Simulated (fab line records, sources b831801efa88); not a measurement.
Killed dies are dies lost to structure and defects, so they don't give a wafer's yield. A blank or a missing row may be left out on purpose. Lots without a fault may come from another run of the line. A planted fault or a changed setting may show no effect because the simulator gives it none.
fab line records | flow sky130
record lots=6 wafers=18 last_day=49
route steps=708 shown CONTACT@423 METAL1@434 PAD_OPEN@708
lots that met no fault: from a run of the same line without faults
start_h: hours from the record's first day to the start of the lot's first wafer shown | wait_h: hours since the lot's step before | " the same as in the row above | L1.1+2: a row that stands for several wafers | - no value, or no start given | * or withheld: withheld | < > ~ a bound
route shown NAME@n: a module of which the file shows steps, and the number in the route of the first | usual: mean/standard deviation of fault-free wafers | same: alike in all rows | chamber/n: place in a boat | sites: the reading at each site | _std_site: their standard deviation | _edge_site: outer sites' mean less inner sites' | radius_mm: how far each site lies from the wafer's centre | mask NAME#n: copy n | behind: the tool/chamber that last shaped the wafer | hold: why the lot was held/for how many hours/how that ended | device: the transistor (n, p or np) that didn't switch | end of line: the same wafers' tests at the end of the route | a step without rows: its recipe alone | killed: dies lost to structure and defects at the first sort, not the wafer's yield | map: a wafer's dies, x killed, . not, _ none there
set.NAME: the setting as run; set.NAME@STEP: as run at that earlier step | model.NAME: the simulator's own value behind a step, which no gauge read
lots at some steps of the route; a table a step, a row a wafer
services: from which hour (start_h, from the record's first day; less than 0 if before it) a tool's chamber was out of use, for how many hours, and why
## steps
# step SKY_CONTACT_ETCH_17
# recipe target=SiO2 chemistry=C4F8/O2/Ar stop_on=Si3N4 mask_material=KrF-thick source_w=1500 bias_w=1200 pressure_mtorr=40 c4f8_flow_sccm=withheld O2_flow_sccm=6 Ar_flow_sccm=300 time_s=withheld target_depth_a=3400
# step SKY_CONTACT_ETCH_18
# recipe target=Si3N4 chemistry=CHF3/O2 stop_on=TiN source_w=600 bias_w=200 pressure_mtorr=40 chf3_flow_sccm=50 O2_flow_sccm=5 time_s=39 target_depth_a=750
# usual drypump_motor_current_A=5.7/0.37 oes_product_au=0.854/0.0077 throttle_valve_pct=8.793/0.0092
# same time_s=39
# columns lot.wafer tool chamber start_h wait_h drypump_motor_current_A oes_product_au rf_hours_counter_h throttle_valve_pct
L434.3 rie_diel-04 2 - - 6.3 0.858 12 8.798
L434.4 " 1 " " 5.7 0.846 3 8.801
L434.5 " 2 " " 6.2 0.863 - 8.796
L439.2 rie_diel-01 2 - - 5.8 0.846 4 8.797
L439.3 " 1 " " 5.8 0.850 22 8.783
L439.4 " 3 " " 5.8 0.858 3 8.793
L440.1 rie_diel-01 2 - - 5.8 0.844 4 8.779
L440.4 " 1 " " 5.7 0.854 22 8.789
L440.6 " 2 " " 5.8 0.842 - 8.808
L445.2 rie_diel-03 2 - - 5.5 0.840 21 8.778
L445.4 " 1 " " 5.0 0.853 12 8.794
L445.6 " 2 " " 5.5 0.858 - 8.807
L446.1 rie_diel-03 2 - - 5.4 0.856 22 8.809
L446.2 " 3 " " 5.9 0.848 14 8.804
L446.5 " 1 " " 5.0 0.852 - 8.801
L450.1 rie_diel-01 3 - - 5.8 0.866 5 8.791
L450.4 " 2 " " 5.8 0.859 6 8.780
L450.5 " 0 " " 6.2 0.871 - 8.802
# step SKY_CONTACT_STRIP_19
# recipe chemistry=O2/N2 power_w=1400 pressure_mtorr=1500 platen_temp_c=withheld o2_flow_sccm=3000 n2_flow_sccm=300 overash_fraction=0.5
# usual drypump_motor_current_A=5.5/0.61 n2_flow_sccm=299.9/0.82 oes_product_au=0.380/0.005 strip_time_to_endpoint_s=3.60/0.048
# columns lot.wafer tool chamber start_h wait_h drypump_motor_current_A n2_flow_sccm oes_product_au rf_hours_counter_h strip_time_to_endpoint_s
L434.3 plasma_asher-03 0 774.95 - 4.9 299.7 0.381 - 3.58
L434.4 " 1 " " 6.4 300.1 0.384 - 3.52
L434.5 " 1 " " 6.4 301.6 0.381 - 3.59
L439.2 plasma_asher-01 1 809.02 - 5.6 300.5 0.376 7 3.70
L439.3 " 0 " " 6.3 299.1 0.380 - 3.61
L439.4 " 1 " " 5.6 300.4 0.372 - 3.62
L440.1 plasma_asher-03 0 814.57 - 4.9 300.7 0.392 67 3.66
L440.4 " 1 " " 6.3 298.9 0.373 - 3.60
L440.6 " 0 " " 4.9 300.0 0.382 - 3.64
L445.2 plasma_asher-03 1 845.35 - 6.4 300.2 0.368 70 3.55
L445.4 " 1 " " 6.4 300.5 0.376 - 3.64
L445.6 " 1 " " 6.4 299.3 0.374 - 3.54
L446.1 plasma_asher-02 0 853.82 - 5.0 299.4 0.373 42 3.52
L446.2 " 1 " " 5.4 300.5 0.379 42 3.60
L446.5 " 0 " " 5.0 299.8 0.376 - 3.62
L450.1 plasma_asher-03 0 885.32 - 4.9 299.3 0.385 75 3.64
L450.4 " 1 " " 6.3 300.2 0.385 - 3.67
L450.5 " 1 " " 6.4 299.5 0.386 - 3.58
# step SKY_CONTACT_STRIP_20
# recipe chemistry=post_etch_residue_remover time_s=1200 temp_c=72.5
# step SKY_CONTACT_CLEAN_21
# recipe chemistry=IPA time_s=180 temp_c=25
# step SKY_CONTACT_CLEAN_22
# recipe chemistry=O3/DIW dry=n2_spin
# step SKY_CONTACT_SPUTTER_23
# recipe material=TiN target_thk_nm=20 chamber_pressure_pa=5 power_w=4000 time_s=80
# step SKY_CONTACT_CVD_24
# recipe material=W target_thk_nm=340 time_s=102.12 temp_c=400 pressure_torr=40
# usual heater_power_w=865/95
# same time_s=102.12
# columns lot.wafer tool chamber start_h wait_h heater_power_w
L434.3 cvd_w-01 0 775.64 0.1 953
L434.4 " 0 " " 965
L434.5 " 0 " " 983
L439.2 cvd_w-02 0 809.69 0.0 949
L439.3 " 1 " " 819
L439.4 " 0 " " 929
L440.1 cvd_w-01 1 815.26 0.0 768
L440.4 " 1 " " 763
L440.6 " 1 " " 743
L445.2 cvd_w-02 1 846.01 0.0 824
L445.4 " 0 " " 922
L445.6 " 0 " " 943
L446.1 cvd_w-02 1 854.48 0.0 805
L446.2 " 0 " " 942
L446.5 " 0 " " 970
L450.1 cvd_w-01 0 885.97 0.0 994
L450.4 " 0 " " 995
L450.5 " 0 " " 991
# step SKY_CONTACT_RS_MEAS_25
# recipe thk_meas_gauge=four-point-probe reads=W_of_CONTACT_CVD_24+TiN_of_CONTACT_SPUTTER_23
# usual CONTACT_W_RS=0.338/0.0036
# columns lot.wafer tool chamber start_h wait_h CONTACT_W_RS[ohm/sq]
L434.3 film_metro-04 - 775.83 0.2 0.340
L434.4 " - " " 0.342
L434.5 " - " " 0.344
L439.2 film_metro-04 - 809.82 0.1 0.343
L439.3 " - " " 0.339
L439.4 " - " " 0.344
L440.1 film_metro-04 - 815.48 0.2 0.341
L440.4 " - " " 0.337
L440.6 " - " " 0.338
L445.2 film_metro-01 - 846.14 0.1 0.342
L445.4 " - " " 0.335
L445.6 " - " " 0.334
L446.1 film_metro-04 - 854.59 0.1 0.340
L446.2 " - " " 0.338
L446.5 " - " " 0.334
L450.1 film_metro-01 - 886.08 0.1 0.345
L450.4 " - " " 0.340
L450.5 " - " " 0.345
# step SKY_CONTACT_THK_MEAS_26
# recipe thk_meas_gauge=xrf reads=W_of_CONTACT_CVD_24
# usual CONTACT_W_THK=326/5.1
# columns lot.wafer tool chamber start_h wait_h CONTACT_W_THK[nm]
L434.3 film_metro-04 - 775.93 0.1 326
L434.4 " - " " 325
L434.5 " - " " 321
L439.2 film_metro-04 - 809.93 0.1 323
L439.3 " - " " 326
L439.4 " - " " 321
L440.1 film_metro-04 - 815.60 0.1 325
L440.4 " - " " 328
L440.6 " - " " 326
L445.2 film_metro-01 - 846.25 0.1 329
L445.4 " - " " 336
L445.6 " - " " 336
L446.1 film_metro-04 - 854.71 0.1 326
L446.2 " - " " 329
L446.5 " - " " 331
L450.1 film_metro-01 - 886.20 0.1 323
L450.4 " - " " 326
L450.5 " - " " 321
# step SKY_CONTACT_CMP_27
# recipe stop_on=SiO2 t_overpolish_s=15 down_force_psi=3.5 platen_rpm=60 target_thk_nm=0 pad_velocity_m_s=0.94248
# usual motor_current_A=10.4/0.56 overpolish_run_s=15.000/0.0088 time_to_endpoint_s=84/5.2
# columns lot.wafer tool chamber start_h wait_h motor_current_A overpolish_run_s time_to_endpoint_s
L434.3 cmp-02 0 775.97 0.0 10.1 15.014 86
L434.4 " 1 " " 10.4 14.984 85
L434.5 " 1 " " 11.4 15.018 80
L439.2 cmp-01 0 809.98 0.0 9.8 15.007 78
L439.3 " 1 " " 11.5 15.012 88
L439.4 " 2 " " 9.2 15.009 82
L440.4 cmp-01 0 815.71 0.1 9.7 15.001 80
L440.1 " 2 " " 9.7 14.995 79
L440.6 " 3 " " 9.7 15.005 85
L445.2 cmp-01 1 846.30 0.0 10.6 15.009 87
L445.4 " 2 " " 9.9 15.002 83
L445.6 " 1 " " 11.0 14.992 87
L446.1 cmp-02 3 854.77 0.1 10.8 14.983 92
L446.2 " 0 " " 9.9 14.990 84
L446.5 " 3 " " 10.7 15.006 94
L450.1 cmp-02 1 886.26 0.1 11.7 14.999 83
L450.4 " 2 " " 11.0 15.014 77
L450.5 " 1 " " 10.5 14.994 85
# step SKY_METAL1_SPUTTER_00
# recipe material=Ti target_thk_nm=15 power_w=3000 time_s=10 chamber_pressure_pa=0.4
# usual chamber_pressure_pa=0.4001/0.00094 throttle_valve_pct=30.1/0.75
# same time_s=10
# columns lot.wafer tool chamber start_h wait_h chamber_pressure_pa throttle_valve_pct
L434.3 pvd_sputter-03 - 776.27 0.2 0.4011 30.5
L434.4 " - " " 0.4004 28.5
L434.5 " - " " 0.3993 30.7
L439.2 pvd_sputter-03 - 810.28 0.2 0.3993 28.4
L439.3 " - " " 0.3991 30.4
L439.4 " - " " 0.4020 30.7
L440.1 pvd_sputter-03 - 815.96 0.1 0.3999 30.2
L440.4 " - " " 0.3992 30.8
L440.6 " - " " 0.3996 30.3
L445.2 pvd_sputter-04 - 846.60 0.2 0.4003 30.4
L445.4 " - " " 0.4005 30.8
L445.6 " - " " 0.4000 30.1
L446.1 pvd_sputter-04 - 855.07 0.2 0.4012 30.6
L446.2 " - " " 0.4008 30.4
L446.5 " - " " 0.4011 30.6
L450.1 pvd_sputter-04 - 886.56 0.2 0.4005 30.1
L450.4 " - " " 0.4008 29.8
L450.5 " - " " 0.3978 30.9
# step SKY_METAL1_SPUTTER_01
# recipe material=TiN target_thk_nm=20 power_w=6500 time_s=16.7 chamber_pressure_pa=0.4
# usual chamber_pressure_pa=0.4000/0.00084 throttle_valve_pct=30.1/0.73
# columns lot.wafer tool chamber start_h wait_h chamber_pressure_pa throttle_valve_pct model.TiN_of_METAL1_SPUTTER_01.thk_nm
L434.3 pvd_sputter-03 - 776.29 0.0 0.4001 30.4 19.78
L434.4 " - " " 0.3996 28.5 19.68
L434.5 " - " " 0.4001 30.7 19.6
L439.2 pvd_sputter-03 - 810.30 0.0 0.4013 28.4 20.22
L439.3 " - " " 0.4017 30.1 16.12
L439.4 " - " " 0.4003 30.6 20.04
L440.1 pvd_sputter-03 - 815.98 0.0 0.3999 30.2 15.72
L440.4 " - " " 0.4001 30.6 19.79
L440.6 " - " " 0.3996 30.3 19.95
L445.2 pvd_sputter-04 - 846.62 0.0 0.4020 30.3 19.95
L445.4 " - " " 0.3994 30.6 19.85
L445.6 " - " " 0.4005 30.4 20.13
L446.1 pvd_sputter-04 - 855.09 0.0 0.4004 30.7 20.01
L446.2 " - " " 0.3994 30.3 20.04
L446.5 " - " " 0.3991 30.3 20.25
L450.1 pvd_sputter-04 - 886.58 0.0 0.3994 30.3 20.17
L450.4 " - " " 0.4017 29.7 20.28
L450.5 " - " " 0.3988 30.5 20.12
# step SKY_METAL1_SPUTTER_02
# recipe material=AlCu target_thk_nm=250 power_w=10600 time_s=13.3 chamber_pressure_pa=0.4
# step SKY_PAD_OPEN_PROBE_99
# usual defect_limited_yield=82.3/1.8 killed_at_M0_to_M3=43/7 killed_at_M4_up=3.1/1.9 killed_at_contacts=25/6.1 killed_at_front_end=15/4.5 killed_at_other=0.3/0.55 killed_dies=87/8.9 killed_open=47/6.4 killed_short=40/6.6 sort_bin_3_pad_short=0.9/0.42 sort_bin_5_function=10.4/1.4 sort_bin_6_memory=6.5/1.1 sort_n_pass=405/8.9 sort_yield_pct=82.3/1.8
# same gross_dies=492 killed_at_back_side=0 sort_bin_4_leakage[%]=0 sort_bin_8_speed[%]=0
# columns lot.wafer tool chamber start_h wait_h defect_limited_yield[%] killed_at_M0_to_M3 killed_at_M4_up killed_at_contacts killed_at_front_end killed_at_other killed_dies killed_open killed_short sort_bin_3_pad_short[%] sort_bin_5_function[%] sort_bin_6_memory[%] sort_n_pass sort_yield_pct[%]
L434.3 prober-02 - 1106.37 0.2 81.9 47 7 28 7 0 89 47 41 0.8 9.8 7.5 403 81.9
L434.4 prober-02 - 1106.42 0.2 80.9 43 5 30 16 0 94 54 40 1.6 9.8 7.7 398 80.9
L434.5 prober-02 - 1106.47 0.2 82.9 49 0 26 9 0 84 45 38 1.4 10.2 5.5 408 82.9
L439.2 prober-02 - 1136.22 0.1 81.7 37 4 37 12 0 90 51 39 0.6 12.0 5.7 402 81.7
L439.3 prober-02 - 1136.27 0.2 80.5 53 2 29 12 0 96 49 47 0.2 11.2 8.1 396 80.5
L439.4 prober-02 - 1136.32 0.2 82.3 40 3 34 10 0 87 46 40 0.8 11.6 5.3 405 82.3
L440.1 prober-01 - 1137.51 0.1 80.1 54 1 25 17 1 98 52 46 0.8 12.6 6.5 394 80.1
L440.4 prober-01 - 1137.66 0.2 82.3 44 3 23 16 1 87 52 35 0.8 11.4 5.5 405 82.3
L440.6 prober-01 - 1137.76 0.2 82.1 48 6 20 14 0 88 44 44 1.4 10.4 6.1 404 82.1
L445.2 prober-02 - 1162.92 0.1 83.3 39 7 24 12 0 82 46 36 1.2 11.0 4.5 410 83.3
L445.4 prober-02 - 1163.02 0.2 83.5 40 1 28 9 3 81 48 32 0.8 10.4 5.3 411 83.5
L445.6 prober-02 - 1163.12 0.2 84.3 42 1 17 17 0 77 30 47 0.4 10.2 5.1 415 84.3
L446.1 prober-01 - 1165.04 0.1 79.3 54 2 30 16 0 102 54 48 1.2 12.6 6.9 390 79.3
L446.2 prober-01 - 1165.09 0.1 79.1 58 2 33 10 0 103 58 44 1.0 12.2 7.7 389 79.1
L446.5 prober-01 - 1165.24 0.2 83.3 38 4 25 15 0 82 46 35 0.4 9.8 6.5 410 83.3
L450.1 prober-01 - 1185.26 0.1 81.1 53 1 21 18 0 93 50 43 1.0 11.2 6.7 399 81.1
L450.4 prober-01 - 1185.41 0.2 80.7 47 0 27 20 1 95 47 48 1.0 10.0 8.3 397 80.7
L450.5 prober-01 - 1185.46 0.2 82.9 48 3 22 11 0 84 43 41 0.6 9.8 6.7 408 82.9
# killed by level:class
L434.3 METAL2:geometric_particle:short=11 LI_CONTACT:geometric_particle:open=8 CONTACT:geometric_particle:open=8 VIA1:geometric_particle:open=8 CONTACT:geometric_particle:short=7 VIA3:geometric_particle:open=7 VIA1:geometric_particle:short=4 VIA2:geometric_particle:open=4
L434.4 VIA1:geometric_particle:open=12 CONTACT:geometric_particle:open=10 VIA2:geometric_particle:open=9 LI_CONTACT:geometric_particle:open=7 CONTACT:geometric_particle:short=6 METAL2:geometric_particle:short=6 FIELD_ISO:geometric_particle:short=4 FIELD_ISO:geometric_particle:open=4
L434.5 LI_CONTACT:geometric_particle:open=10 VIA1:geometric_particle:open=10 VIA3:geometric_particle:open=9 CONTACT:geometric_particle:open=8 METAL2:geometric_particle:short=7 CONTACT:geometric_particle:short=6 VIA1:geometric_particle:short=6 VIA2:geometric_particle:open=5
L439.2 CONTACT:geometric_particle:open=14 LI_CONTACT:geometric_particle:open=8 VIA3:geometric_particle:open=8 LOCAL_INTERCONNECT:geometric_particle:short=5 CONTACT:geometric_particle:short=5 VIA1:geometric_particle:short=5 VIA1:geometric_particle:open=5 FIELD_ISO:geometric_particle:open=4
L439.3 LI_CONTACT:geometric_particle:open=10 CONTACT:geometric_particle:open=9 VIA1:geometric_particle:open=9 VIA3:geometric_particle:open=7 METAL2:geometric_particle:short=6 VIA2:geometric_particle:short=6 METAL1:geometric_particle:short=5 VIA1:geometric_particle:short=5
L439.4 VIA2:geometric_particle:open=11 CONTACT:geometric_particle:open=10 LI_CONTACT:geometric_particle:open=7 CONTACT:geometric_particle:short=6 METAL1:geometric_particle:short=6 VIA1:geometric_particle:open=6 LOCAL_INTERCONNECT:geometric_particle:short=5 VIA3:geometric_particle:open=5
L440.1 CONTACT:geometric_particle:open=11 VIA1:geometric_particle:open=10 METAL2:geometric_particle:short=9 VIA3:geometric_particle:open=8 VIA2:geometric_particle:open=7 FIELD_ISO:geometric_particle:short=6 LI_CONTACT:geometric_particle:open=6 METAL1:geometric_particle:short=5
L440.4 VIA1:geometric_particle:open=10 VIA2:geometric_particle:open=10 CONTACT:geometric_particle:open=9 CONTACT:geometric_particle:short=8 VIA3:geometric_particle:open=5 FIELD_ISO:geometric_particle:open=4 METAL2:geometric_particle:short=4 VIA2:geometric_particle:short=4
L440.6 VIA1:geometric_particle:open=22 CONTACT:geometric_particle:open=7 FIELD_ISO:geometric_particle:short=6 METAL1:geometric_particle:short=5 METAL2:geometric_particle:short=5 METAL4:geometric_particle:short=5 LOCAL_INTERCONNECT:geometric_particle:short=4 VIA1:geometric_particle:short=4
L445.2 VIA2:geometric_particle:open=10 CONTACT:geometric_particle:open=9 VIA1:geometric_particle:short=7 CONTACT:geometric_particle:short=6 VIA1:geometric_particle:open=6 VIA3:geometric_particle:open=5 METAL4:geometric_particle:short=5 POLY_GATE:geometric_particle:open=4
L445.4 VIA1:geometric_particle:open=13 CONTACT:geometric_particle:short=8 VIA2:geometric_particle:open=8 VIA1:geometric_particle:short=7 CONTACT:geometric_particle:open=7 LI_CONTACT:geometric_particle:open=6 VIA3:geometric_particle:open=6 FIELD_ISO:geometric_particle:short=4
L445.6 VIA1:geometric_particle:open=11 LI_CONTACT:geometric_particle:short=7 METAL1:geometric_particle:short=5 VIA1:geometric_particle:short=5 VIA2:geometric_particle:short=5 CONTACT:geometric_particle:open=4 METAL3:geometric_particle:short=4 METAL2:geometric_particle:short=4
L446.1 LI_CONTACT:geometric_particle:open=10 VIA2:geometric_particle:open=10 CONTACT:geometric_particle:open=9 METAL1:geometric_particle:short=7 VIA1:geometric_particle:open=7 METAL3:geometric_particle:short=7 POLY_GATE:geometric_particle:short=6 VIA1:geometric_particle:short=6
L446.2 CONTACT:geometric_particle:open=14 VIA2:geometric_particle:open=13 LI_CONTACT:geometric_particle:open=9 VIA3:geometric_particle:open=8 VIA1:geometric_particle:open=8 METAL1:geometric_particle:short=7 FIELD_ISO:geometric_particle:short=4 LOCAL_INTERCONNECT:geometric_particle:short=4
L446.5 CONTACT:geometric_particle:open=11 VIA1:geometric_particle:short=8 VIA1:geometric_particle:open=8 METAL1:geometric_particle:short=7 LI_CONTACT:geometric_particle:open=5 LI_CONTACT:geometric_particle:short=4 FIELD_ISO:geometric_particle:open=3 METAL4:geometric_particle:short=3
L450.1 VIA3:geometric_particle:open=13 CONTACT:geometric_particle:open=10 METAL2:geometric_particle:short=10 VIA1:geometric_particle:open=7 VIA2:geometric_particle:open=7 FIELD_ISO:geometric_particle:short=6 LI_CONTACT:geometric_particle:open=5 POLY_GATE:geometric_particle:short=4
L450.4 VIA1:geometric_particle:open=13 CONTACT:geometric_particle:open=8 POLY_GATE:geometric_particle:open=6 LOCAL_INTERCONNECT:geometric_particle:short=6 VIA3:geometric_particle:open=6 METAL1:geometric_particle:short=6 METAL2:geometric_particle:short=6 VIA1:geometric_particle:short=5
L450.5 CONTACT:geometric_particle:open=11 VIA1:geometric_particle:open=10 VIA3:geometric_particle:open=9 VIA2:geometric_particle:open=6 METAL1:geometric_particle:short=6 POLY_GATE:geometric_particle:short=5 METAL2:geometric_particle:short=5 VIA1:geometric_particle:short=4
## services
# columns tool chamber start_h hours kind
cmp-01 - 752.21 0.9 repair
cvd_w-01 1 755.56 28.0 repair
cmp-01 - 757.85 0.9 repair
rie_diel-01 0 765.25 10.4 repair
rie_diel-01 - 766.00 28.1 pm
plasma_asher-03 - 799.25 2.8 pm
rie_diel-03 1 804.36 7.5 repair
pvd_sputter-04 - 807.20 3.0 repair
cvd_w-01 0 813.49 15.3 repair
rie_diel-01 - 816.37 1.9 repair
cvd_w-02 - 822.32 14.0 repair
rie_diel-04 3 822.85 11.2 repair
pvd_sputter-04 - 824.55 9.4 repair
cmp-01 - 837.86 6.0 pm
rie_diel-01 2 837.90 5.1 repair
cvd_w-01 - 839.90 14.6 pm
pvd_sputter-03 3 851.76 - consumable_replace:kit
pvd_sputter-03 3 851.76 18.0 scheduled_down
pvd_sputter-03 3 851.76 18.0 vent_cycle
cmp-02 - 859.90 6.8 pm
rie_diel-04 - 870.51 0.1 repair
cvd_w-01 0 871.13 2.8 repair
cmp-01 - 872.10 10.1 pm
rie_diel-04 3 880.65 2.6 repair
## key
first_sign none at tools or gauges
model_effect step=SKY_METAL1_SPUTTER_01 value=TiN_of_METAL1_SPUTTER_01.thk_nm without=19.98 struck=15.92
met_at SKY_METAL1_SPUTTER_01
struck_wafers L439.3,L440.1
fault kind=process_parameter_drift tool=pvd_sputter-03 chamber=- onset_h=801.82 steps=SKY_METAL1_SPUTTER_01 channel=time_s offset=* shape=step end_h=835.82 acts_in=* stated=* scope=struck_wafers_only
